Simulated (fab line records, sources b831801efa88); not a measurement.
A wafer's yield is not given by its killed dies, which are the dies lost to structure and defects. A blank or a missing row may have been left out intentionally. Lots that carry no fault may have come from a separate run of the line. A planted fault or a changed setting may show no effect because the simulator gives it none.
Which tool was responsible? | flow gf180mcu | 11 lots with 33 wafers sampled at 5 steps, on a route of 602 steps

== WHAT THE GAUGES SHOWED, per wafer ==
GF_CONTACT_THK_MEAS_03. Usual: for CONTACT_CVD_02_THK the level is 857 nm and the standard deviation is 14.
lot  | measured     | on            | CONTACT_CVD_02_THK (nm) | flag
L576 | day 15 08:21 | film-metro-01 | 869 881 855             |
L578 | day 15 22:37 | film-metro-03 | 845 836 869             |
L579 | day 16 11:06 | film-metro-03 | 874 845 863             |
L580 | day 16 18:37 | film-metro-03 | 839 846 845             |
L581 | day 17 05:29 | film-metro-01 | 869 850 865             |
L582 | day 17 19:41 | film-metro-01 | 861 862 866             |
L586 | day 19 05:19 | film-metro-01 | 828 865 860             |
L588 | day 19 17:23 | film-metro-04 | 845 828 856             |
L590 | day 20 13:17 | film-metro-03 | 838 847 843             |
L592 | day 21 03:43 | film-metro-04 | 857 869 868             |
L596 | day 22 22:17 | film-metro-03 | 853 872 878             |

GF_M1_RS_MEAS_05: measures by four-point-probe. Usual: for M1_ALCU_RS the level is 0.0696 ohm/sq and the standard deviation is 0.0013.
lot  | measured     | on            | M1_ALCU_RS (ohm/sq)                       | flag
L576 | day 16 07:35 | film-metro-02 | 0.0711 0.0693 0.0695                      |
L578 | day 16 21:36 | film-metro-01 | 0.0722 0.0705 0.0724                      |
L579 | day 17 11:07 | film-metro-01 | 0.0673 0.0686 0.0679                      |
L580 | day 17 17:52 | film-metro-02 | 0.0715 0.0708 0.0722                      |
L581 | day 18 05:20 | film-metro-03 | 0.0681 0.0672 0.0676                      |
L582 | day 18 21:40 | film-metro-01 | 0.0721 0.0699 0.0710                      |
L586 | day 20 07:20 | film-metro-01 | 0.0704 0.0685 0.0701                      |
L588 | day 20 19:17 | film-metro-03 | 0.0708 0.0706 0.0706                      |
L590 | day 21 14:37 | film-metro-01 | 0.0693 0.0681 0.0694                      |
L592 | day 22 05:34 | film-metro-03 | 0.0683 0.0688 0.0702                      |
L596 | day 23 23:14 | film-metro-02 | 0.0613 0.0613 0.0715 0.0612 0.0614 0.0716 | OFF

GF_M1_THK_MEAS_06: measures by xrf. Usual: for M1_ALCU_THK the level is 450 nm and the standard deviation is 7.9.
lot  | measured     | on            | M1_ALCU_THK (nm)        | flag
L576 | day 16 07:41 | film-metro-02 | 441 450 450             |
L578 | day 16 21:43 | film-metro-01 | 435 445 436             |
L579 | day 17 11:14 | film-metro-01 | 470 460 465             |
L580 | day 17 17:59 | film-metro-02 | 436 441 434             |
L581 | day 18 05:26 | film-metro-03 | 457 465 460             |
L582 | day 18 21:46 | film-metro-01 | 435 450 440             |
L586 | day 20 07:28 | film-metro-01 | 447 459 447             |
L588 | day 20 19:23 | film-metro-03 | 441 441 441             |
L590 | day 21 14:44 | film-metro-01 | 452 459 449             |
L592 | day 22 05:39 | film-metro-03 | 453 449 443             |
L596 | day 24 01:16 | film-metro-02 | 510 511 439 511 510 438 | OFF

== WHICH TOOL RAN EACH LOT (tool, then ch and the chambers of the sampled wafers, then the start) ==
lot  | GF_SALICIDE_SPUTTER_03       | GF_M1_SPUTTER_02
L576 | pvd-sputter-02, day 15 07:39 | pvd-sputter-03, day 16 07:28
L578 | pvd-sputter-02, day 15 21:55 | pvd-sputter-03, day 16 21:31
L579 | pvd-sputter-01, day 16 10:25 | pvd-sputter-04, day 17 11:01
L580 | pvd-sputter-02, day 16 17:56 | pvd-sputter-02, day 17 17:46
L581 | pvd-sputter-02, day 17 04:47 | pvd-sputter-04, day 18 05:13
L582 | pvd-sputter-01, day 17 18:59 | pvd-sputter-02, day 18 21:31
L586 | pvd-sputter-02, day 19 04:37 | pvd-sputter-02, day 20 07:15
L588 | pvd-sputter-02, day 19 16:43 | pvd-sputter-02, day 20 19:10
L590 | pvd-sputter-02, day 20 12:30 | pvd-sputter-04, day 21 14:31
L592 | pvd-sputter-02, day 21 03:00 | pvd-sputter-04, day 22 05:25
L596 | pvd-sputter-02, day 22 21:36 | pvd-sputter-03, day 23 23:07
- GF_SALICIDE_SPUTTER_03: material TiN, target thk 20 nm, time 17.11 s.
- GF_M1_SPUTTER_02: material AlCu, target thk 450 nm, time 23.9 s.

== WHAT THE TOOLS THEMSELVES READ (means of the sampled wafers that have a number; where no wafer has one, the mark that the record gives instead) ==
GF_SALICIDE_SPUTTER_03. Usual: throttle-valve-pct reads 30.2 % (standard deviation 0.97).
lot  | tool           | throttle-valve-pct (%) | flag
L576 | pvd-sputter-02 | 30.4                   |
L578 | pvd-sputter-02 | 30.4                   |
L579 | pvd-sputter-01 | 30.6                   |
L580 | pvd-sputter-02 | 30.4                   |
L581 | pvd-sputter-02 | 30.4                   |
L582 | pvd-sputter-01 | 30.4                   |
L586 | pvd-sputter-02 | 30.1                   |
L588 | pvd-sputter-02 | 30.7                   |
L590 | pvd-sputter-02 | 30.7                   |
L592 | pvd-sputter-02 | 30.2                   |
L596 | pvd-sputter-02 | 30.8                   |

GF_M1_SPUTTER_02. Usual: throttle-valve-pct reads 30.1 % (standard deviation 0.95).
lot  | tool           | throttle-valve-pct (%) | flag
L576 | pvd-sputter-03 | 29.9                   |
L578 | pvd-sputter-03 | 28.8                   |
L579 | pvd-sputter-04 | 29.8                   |
L580 | pvd-sputter-02 | 30.4                   |
L581 | pvd-sputter-04 | 29.6                   |
L582 | pvd-sputter-02 | 30.4                   |
L586 | pvd-sputter-02 | 30.3                   |
L588 | pvd-sputter-02 | 30.6                   |
L590 | pvd-sputter-04 | 29.5                   |
L592 | pvd-sputter-04 | 29.5                   |
L596 | pvd-sputter-03 | 29.8                   |

== THE ANSWER, worked out from the rows above alone ==
Rule: take the mean of a lot's wafers that have a number; if it is more than 3 standard deviations from the usual mean, the lot is off. Also off: a lot with no number at a reading for which 4 or more lots have one. The other lots that the step has rows for count as sound. First the gauges in route order, then the tools' own readings, where a lot's mean is used as printed above. The first step at which some lot is off is used, and at that step the reading that is off furthest; a lot without a number counts as furthest.
Off: L596, seen at GF_M1_RS_MEAS_05 (M1_ALCU_RS).
A tool fits if, at a process step before that reading, it ran every lot that is off, and no sound lot after the first of them. Gauges at GF_M1_RS_MEAS_05: tried the same way as those tools. Can't be told from this: 3 tools fit, pvd-sputter-02 at GF_SALICIDE_SPUTTER_03, pvd-sputter-03 at GF_M1_SPUTTER_02, film-metro-02 at GF_M1_RS_MEAS_05.

== WHAT THE SIMULATOR HAD INSERTED ==
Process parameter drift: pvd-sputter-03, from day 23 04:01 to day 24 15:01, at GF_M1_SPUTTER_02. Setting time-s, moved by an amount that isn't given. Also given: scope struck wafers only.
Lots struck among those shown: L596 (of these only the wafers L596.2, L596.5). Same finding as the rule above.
